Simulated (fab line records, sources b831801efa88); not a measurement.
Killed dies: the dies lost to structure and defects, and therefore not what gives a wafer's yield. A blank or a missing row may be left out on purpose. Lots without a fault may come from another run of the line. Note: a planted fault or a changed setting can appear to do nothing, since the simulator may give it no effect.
Struck lot and sound lot, side by side ; flow sky130 ; 32 steps out of a route of 708
Sound: these wafers, L114.3, L114.4, L114.6. Wafers struck: L122.1, L122.3, L122.4. The cause comes at the end.
For every step that has rows: the tool of each side, followed by ch and its chambers, followed by its first start. Under that, the readings that differ: sound wafers ; struck wafers ; difference of the means ; sigmas: that difference in standard deviations of wafers without a fault.
alike: a reading whose means differ by less than 2 such deviations, as well as words and numbers matching on both sides. not compared: withheld readings; readings where some wafer has no value; bounds like >300 that might hide an equal value; numbers whose values overlap and for which the record gives no deviation.
A row with sigmas, a row that says differs or no value, or rows on one side alone: a step with any of these is where the two part. Numbers that don't overlap but have no deviation are shown without sigmas and don't part them. A reading that every wafer of one side lacks parts them only if that side has two wafers or more.

SKY_FIELD_ISO_BOW_MEAS_00:
  struck on film_metro-01, day 3 12:00; sound on film_metro-01, day 1 20:02
  alike: INCOMING_BOW
SKY_FIELD_ISO_OXIDATION_01: stabilise 600 s, purge 300 s, target thk 12 nm.
  sound on furnace-02 ch 0, day 1 21:16; struck on furnace-01 ch 0, day 3 13:13
reading;sound;struck;difference;sigmas
ox_time_s (s);1843 1843 1843;1474.4 1474.4 1474.4;-368.6;
spike_tc_top_C (C);912.4 912.5 913.0;909.4 910.2 909.8;-2.8;-2
model.SiO2_of_FIELD_ISO_OXIDATION_01.thk_nm (nm);11.96 12.02 11.88;10.5 10.74 10.54;-1.4;
SKY_FIELD_ISO_THK_MEAS_02:
  struck on film_metro-01, day 3 14:43; sound on film_metro-01, day 1 22:48
reading;sound;struck;difference;sigmas
FIELD_ISO_OXIDATION_00_THK (nm);11.96 12.00 11.81;10.54 10.68 10.57;-1.33;-5
then, 1 step without rows for these wafers: SKY_FIELD_ISO_CVD_03 (deposits Si3N4 from DCS/NH3, target thk 165 nm, time 2830 s).
SKY_FIELD_ISO_THK_MEAS_04:
  struck on film_metro-01, day 3 16:55; sound on film_metro-01, day 2 01:44
  alike: FIELD_ISO_CVD_03_THK
then, 8 steps without rows for these wafers: SKY_FIELD_ISO_DEHYDRATE_05 (time 60 s); SKY_FIELD_ISO_HMDS_06 (prime time 60 s); SKY_FIELD_ISO_COAT_07 (resist thk 60 nm); SKY_FIELD_ISO_COAT_08 (resist thk 450 nm); SKY_FIELD_ISO_SOFTBAKE_09 (time 90 s); SKY_FIELD_ISO_EXPOSE_10 (exposes mask FOM, target cd 150 nm); SKY_FIELD_ISO_PEB_11; SKY_FIELD_ISO_DEVELOP_12 (develop time 60 s).
SKY_FIELD_ISO_CD_MEAS_13: target cd 150 nm.
  struck on cd_sem-02, day 4 09:41; sound on cd_sem-02, day 2 16:32
  alike: cd_nm
SKY_FIELD_ISO_ETCH_14: etches BARC in N2/H2, stops on SiO2, time 45.9 s, target depth 60 nm.
  sound on rie_diel-03 ch 0,3, day 2 16:37; struck on rie_diel-04 ch 0,1,3, day 4 09:49
  alike: bias_w, chamber_pressure_mTorr, drypump_motor_current_A, oes_product_au, rf_fwd_power_W, throttle_valve_pct
  not compared: rf_hours_counter_h
SKY_FIELD_ISO_ETCH_15: etches the open film in CHF3/O2, stops on Si, target depth 180 nm, time 70.96 s.
  sound on rie_diel-03 ch 0,3, day 2 16:39; struck on rie_diel-04 ch 0,1,3, day 4 09:51
  alike: O2_flow_sccm, bias_w, chamber_pressure_mTorr, drypump_motor_current_A, oes_product_au, rf_fwd_power_W, throttle_valve_pct
  not compared: rf_hours_counter_h
SKY_FIELD_ISO_STRIP_16: strips in O2/N2.
  sound on plasma_asher-02 ch 0,1, day 2 16:44; struck on plasma_asher-04 ch 0,1, day 4 09:55
  alike: chamber_pressure_mTorr, drypump_motor_current_A, oes_product_au, strip_time_to_endpoint_s
  not compared: rf_hours_counter_h
SKY_FIELD_ISO_ETCH_17: etches Si in HBr/Cl2/O2, target depth 342 nm, time 97.7 s.
  sound on rie_si-01 ch 0,1,2, day 2 16:49; struck on rie_si-02 ch 0,1,2, day 4 10:01
  alike: HBr_flow_sccm, O2_flow_sccm, bias_w, chamber_pressure_mTorr, drypump_motor_current_A, oes_product_au, rf_fwd_power_W, throttle_valve_pct
  not compared: rf_hours_counter_h
then, 5 steps without rows for these wafers: SKY_FIELD_ISO_WET_ETCH_18 (etches Si3N4 in H3PO4, target depth 25 nm, time 286 s); SKY_FIELD_ISO_CLEAN_19 (cleans in SC1/SC2, time 150 s); SKY_FIELD_ISO_CLEAN_20 (cleans in dHF, time 20 s); SKY_FIELD_ISO_WET_ETCH_21 (etches SiO2 in dHF, target depth 20 nm, time 400 s); SKY_FIELD_ISO_OXIDATION_22 (stabilise 600 s, purge 300 s, target thk 10 nm).
SKY_FIELD_ISO_THK_MEAS_23:
  struck on film_metro-01, day 4 14:34; sound on film_metro-01, day 2 19:29
reading;sound;struck;difference;sigmas
FIELD_ISO_OXIDATION_01_THK (nm);10.70 10.69 10.62;10.01 10.30 10.20;-0.50;-3
then, 1 step without rows for these wafers: SKY_FIELD_ISO_CVD_24 (deposits SiO2, target thk 595 nm, time 99.2 s).
SKY_FIELD_ISO_THK_MEAS_25:
  struck on film_metro-02, day 4 14:41; sound on film_metro-03, day 2 19:37
  alike: FIELD_ISO_CVD_24_THK
then, 1 step without rows for these wafers: SKY_FIELD_ISO_ANNEAL_26 (time 1800 s).
SKY_FIELD_ISO_CMP_27: polishes, stops on Si3N4, t overpolish 16 s, target thk 457.8 nm.
  sound on cmp-01 ch 1,2, day 2 21:10; struck on cmp-02 ch 1,2,3, day 4 18:39
  alike: head_pressure_psi, motor_current_A, retaining_ring_pressure_frac, slurry_flow_ml_min
then, 1 step without rows for these wafers: SKY_FIELD_ISO_WET_ETCH_28 (etches SiO2 in dHF, target depth 23.7 nm, time 47 s).
SKY_FIELD_ISO_WET_ETCH_29: etches Si3N4 in H3PO4, target depth 160 nm, time 1825 s.
  sound on wet_bench-03 ch 2, day 2 21:29; struck on wet_bench-01 ch 1, day 4 18:58
reading;sound;struck;difference;sigmas
model.SiO2_of_FIELD_ISO_OXIDATION_01.thk_nm (nm);11.64 11.7 11.56;10.18 10.43 10.23;-1.35;
  alike: temp_c
then, 2 steps without rows for these wafers: SKY_FIELD_ISO_WET_ETCH_30 (etches SiO2 in dHF, target depth 25 nm, time 50 s); SKY_PAD_OPEN_PROBE_99.

WHERE THEY PART
Last at SKY_FIELD_ISO_THK_MEAS_23 as far as this record goes, first at SKY_FIELD_ISO_OXIDATION_01. Later steps at which nothing parts them and some readings are alike: SKY_FIELD_ISO_THK_MEAS_25, SKY_FIELD_ISO_CMP_27, SKY_FIELD_ISO_WET_ETCH_29.

WHY: whatever the simulator had introduced
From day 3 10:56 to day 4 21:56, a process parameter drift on furnace-01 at SKY_FIELD_ISO_OXIDATION_01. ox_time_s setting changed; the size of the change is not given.
